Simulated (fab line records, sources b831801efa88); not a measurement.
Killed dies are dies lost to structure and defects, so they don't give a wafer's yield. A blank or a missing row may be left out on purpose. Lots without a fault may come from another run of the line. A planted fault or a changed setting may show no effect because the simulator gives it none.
A struck lot beside a sound one | flow sky130 | 16 steps out of a route of 708
Sound: wafers L318.2, L318.3, L318.6. Struck: wafers L316.2, L316.3, L316.6. The cause comes at the end.
At each step with rows: each side's tool, then ch and its chambers, then its first start. Under that, the readings that differ: sound wafers | struck wafers | difference of the means | sigmas: that difference in standard deviations of wafers without a fault.
alike: readings whose means differ by less than 2 such deviations, and words and numbers that are the same on both sides. not compared: withheld readings, readings that some wafer has no value for, bounds like >300 that may hide the same value, and numbers for which the record gives no deviation and whose values overlap.
The two part at a step that has a row with sigmas, a row that says differs or no value, or rows on one side only. Numbers that don't overlap but have no deviation are shown without sigmas and don't part them. A reading that every wafer of one side lacks parts them only if that side has two wafers or more.

SKY_LDD_HVP_TW_MEAS_10:
  sound on film_metro-03, day 29 10:11; struck on film_metro-04, day 28 18:20
  alike: LDD_HVP_TW
then, 7 steps without rows for these wafers: SKY_LDD_LDN_DEHYDRATE_00 (time 60 s); SKY_LDD_LDN_HMDS_01 (prime time 60 s); SKY_LDD_LDN_COAT_02 (resist thk 1140 nm); SKY_LDD_LDN_SOFTBAKE_03 (time 60 s); SKY_LDD_LDN_EXPOSE_04 (exposes mask LDNTM, target cd 700 nm); SKY_LDD_LDN_PEB_05; SKY_LDD_LDN_DEVELOP_06 (develop time 60 s).
SKY_LDD_LDN_OVL_MEAS_07:
  sound on overlay-02, day 30 13:21; struck on overlay-01, day 29 22:00
  alike: LDD_LDN_OVL
then, 3 steps without rows for these wafers: SKY_LDD_LDN_IMPLANT_08; SKY_LDD_LDN_IMPLANT_09; SKY_LDD_LDN_IMPLANT_10.
SKY_LDD_LDN_IMPLANT_11:
  sound on implanter-03 ch 0, day 30 13:51; struck on implanter-01, day 29 22:30
  no value came back on the struck wafers for beam_energy_keV, beam_on_s (s), faraday_current_uA; on the sound wafers beam_energy_keV reads 14.998 14.992 14.994
SKY_LDD_LDN_STRIP_12: strips in O2/N2.
  sound on plasma_asher-01 ch 0,1, day 30 13:59; struck on plasma_asher-04 ch 0,1, day 29 22:38
  alike: drypump_motor_current_A, n2_flow_sccm, oes_product_au, strip_time_to_endpoint_s
  not compared: rf_hours_counter_h
SKY_LDD_LDN_TW_MEAS_13:
  sound on film_metro-04, day 30 14:05; struck on film_metro-03, day 29 22:44
  reading    | sound          | struck         | difference | sigmas
  LDD_LDN_TW | 1478 1470 1469 | 1353 1350 1347 | -122       | -9
then, 1 step without rows for these wafers: SKY_LDD_LDN_CLEAN_14 (cleans in SC1/SC2, time 150 s).

WHERE THEY PART
First at SKY_LDD_LDN_IMPLANT_11; last, within this record, at SKY_LDD_LDN_TW_MEAS_13.

WHY: what the simulator had put in
Skipped step whole: implanter-01, from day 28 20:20 on, at SKY_LDD_LDN_IMPLANT_11. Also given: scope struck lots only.
